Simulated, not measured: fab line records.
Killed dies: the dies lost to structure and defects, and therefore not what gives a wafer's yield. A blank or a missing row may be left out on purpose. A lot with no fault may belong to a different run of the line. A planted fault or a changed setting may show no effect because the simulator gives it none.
A lot that was struck, set against a sound lot	flow sky130	31 out of 708 route steps
Sound: wafers L698.2, L698.4, L698.5. Struck: wafers L706.1, L706.5 (left out: L706.3, a lot-mate that was not struck); the cause follows at the end.
Order at every step that has rows: each side's tool, ch and its chambers, its first start. Under that, the readings that differ: sound wafers	struck wafers	difference of the means	sigmas: that difference in standard deviations of wafers without a fault.
alike: a reading whose means differ by less than 2 such deviations, as well as words and numbers matching on both sides. not compared: withheld readings; readings where some wafer has no value; bounds like >300 that might hide an equal value; numbers whose values overlap and for which the record gives no deviation.
Wherever a step has rows on one side only, a row that says differs or no value, or a row with sigmas, the two part there. Numbers that don't overlap but have no deviation are shown without sigmas and don't part them. Lack of a reading on every wafer of one side parts them only where that side has two or more wafers.

first, 4 steps without rows for these wafers: SKY_LOCAL_INTERCONNECT_SOFTBAKE_07 (time 90 s); SKY_LOCAL_INTERCONNECT_EXPOSE_08 (exposes mask LI1M, target cd 170 nm); SKY_LOCAL_INTERCONNECT_PEB_09; SKY_LOCAL_INTERCONNECT_DEVELOP_10 (develop time 60 s).
SKY_LOCAL_INTERCONNECT_CD_MEAS_11: the cd target is 170 nm.
  struck on cd sem-01, day 35 11:46; sound on cd sem-01, day 33 06:14
  alike: cd nm
SKY_LOCAL_INTERCONNECT_OVL_MEAS_12:
  struck on overlay-02, day 35 11:53; sound on overlay-01, day 33 06:20
  alike: LOCAL_INTERCONNECT_OVL
SKY_LOCAL_INTERCONNECT_ETCH_13: etches BARC in N2/H2, stops on SiO2, time 45.9 s, target depth 60 nm.
  sound on rie metal-03 ch 0, day 33 06:23; struck on rie metal-01 ch 0,1, day 35 11:55
  alike: drypump motor current A, oes product au, throttle valve pct
  not compared: rf hours counter h
SKY_LOCAL_INTERCONNECT_METAL_ETCH_14: etches TiN in Cl2/BCl3, stops on PSG, target depth 110 nm, time 31.4 s.
  sound on rie metal-03 ch 0, day 33 06:31; struck on rie metal-01 ch 0,1, day 35 11:59
reading	sound	struck	difference	sigmas
throttle valve pct (%)	21.910 21.915 21.922	21.885 21.901	-0.023	-2
  alike: drypump motor current A, oes product au
  not compared: rf hours counter h
then, 4 steps without rows for these wafers: SKY_LOCAL_INTERCONNECT_STRIP_15 (strips in O2/N2); SKY_LOCAL_INTERCONNECT_STRIP_16 (strips in post etch residue remover, time 1200 s); SKY_LOCAL_INTERCONNECT_CLEAN_17 (cleans in IPA, time 180 s); SKY_LOCAL_INTERCONNECT_CLEAN_18 (cleans in O3/DIW).
SKY_CONTACT_CVD_00: deposits Si3N4, target thk 75 nm.
  sound on pecvd-03 ch 1, day 33 07:14; struck on pecvd-03 ch 0, day 35 12:38
reading	sound	struck	difference	sigmas
heater power w (W)	920 894 905	662 675	-238	-3
model.Si3N4_of_CONTACT_CVD_00.thk nm (nm)	73.95 75.22 76.47	90.14 90.6	+15.16	
  alike: susceptor temp C
SKY_CONTACT_THK_MEAS_01:
  struck on film metro-02, day 35 12:54; sound on film metro-02, day 33 07:17
reading	sound	struck	difference	sigmas
CONTACT_CVD_00_THK (nm)	73.9 75.2 76.5	90.2 90.6	+15.2	+17
  not compared: hold
SKY_CONTACT_THK_MEAS_03:
  struck on film metro-01, day 35 16:40; sound on film metro-02, day 33 07:25
  alike: CONTACT_HDPCVD_THK
SKY_CONTACT_CMP_04: polishes SiO2.
  sound on cmp-01 ch 1,3, day 33 07:28; struck on cmp-01 ch 3, day 35 16:46
  alike: motor current A
SKY_CONTACT_BOW_MEAS_05:
  struck on film metro-04, day 35 17:01; sound on film metro-01, day 33 07:47
  alike: CONTACT_BOW
then, 8 steps without rows for these wafers: SKY_CONTACT_DEHYDRATE_06 (time 60 s); SKY_CONTACT_HMDS_07 (prime time 60 s); SKY_CONTACT_COAT_08 (resist thk 60 nm); SKY_CONTACT_COAT_09 (resist thk 450 nm); SKY_CONTACT_SOFTBAKE_10 (time 90 s); SKY_CONTACT_EXPOSE_11 (exposes mask CTM1, target cd 170 nm); SKY_CONTACT_PEB_12; SKY_CONTACT_DEVELOP_13 (develop time 60 s).
SKY_CONTACT_CD_MEAS_14: the cd target is 170 nm.
  struck on cd sem-02, day 36 15:02; sound on cd sem-01, day 34 09:10
reading	sound	struck	difference	sigmas
cd nm (nm)	168.2 167.9 168.0	171.9 172.5	+4.2	+3
SKY_CONTACT_OVL_MEAS_15:
  struck on overlay-01, day 36 15:10; sound on overlay-02, day 34 09:16
  alike: CONTACT_OVL
SKY_CONTACT_ETCH_16: etches BARC in N2/H2, stops on SiO2, time 45.9 s, target depth 60 nm.
  sound on rie diel-03 ch 1,3, day 34 09:17; struck on rie diel-01 ch 0,2, day 36 15:11
  alike: drypump motor current A, oes product au, throttle valve pct
  not compared: rf hours counter h
then, 1 step without rows for these wafers: SKY_CONTACT_ETCH_17 (etches SiO2 in C4F8/O2/Ar, stops on Si3N4, target depth 340 nm).
SKY_CONTACT_ETCH_18: etches Si3N4 in CHF3/O2, stops on TiN, time 39 s, target depth 75 nm.
  sound: rie diel-03 ch 1,3; struck: rie diel-01 ch 0,2
reading	sound	struck	difference	sigmas
oes product au (a.u.)	0.851 0.856 0.857	0.955 0.960	+0.103	+15
throttle valve pct (%)	8.781 8.805 8.799	8.821 8.818	+0.024	+3
model.etch.depth nm (nm)	73.95 75.22 76.47	90.14 90.6	+15.16	
  alike: drypump motor current A
  not compared: rf hours counter h
SKY_CONTACT_STRIP_19: strips in O2/N2.
  sound on plasma asher-04 ch 0,1, day 34 09:25; struck on plasma asher-04 ch 1, day 36 15:19
  alike: drypump motor current A, oes product au, strip time to endpoint s
  not compared: rf hours counter h

WHERE THEY PART
At SKY_LOCAL_INTERCONNECT_METAL_ETCH_14 first; at SKY_CONTACT_ETCH_18 last (within this record only). Later steps at which nothing parts them and some readings are alike: SKY_CONTACT_STRIP_19.

WHY: what had been put in by the simulator
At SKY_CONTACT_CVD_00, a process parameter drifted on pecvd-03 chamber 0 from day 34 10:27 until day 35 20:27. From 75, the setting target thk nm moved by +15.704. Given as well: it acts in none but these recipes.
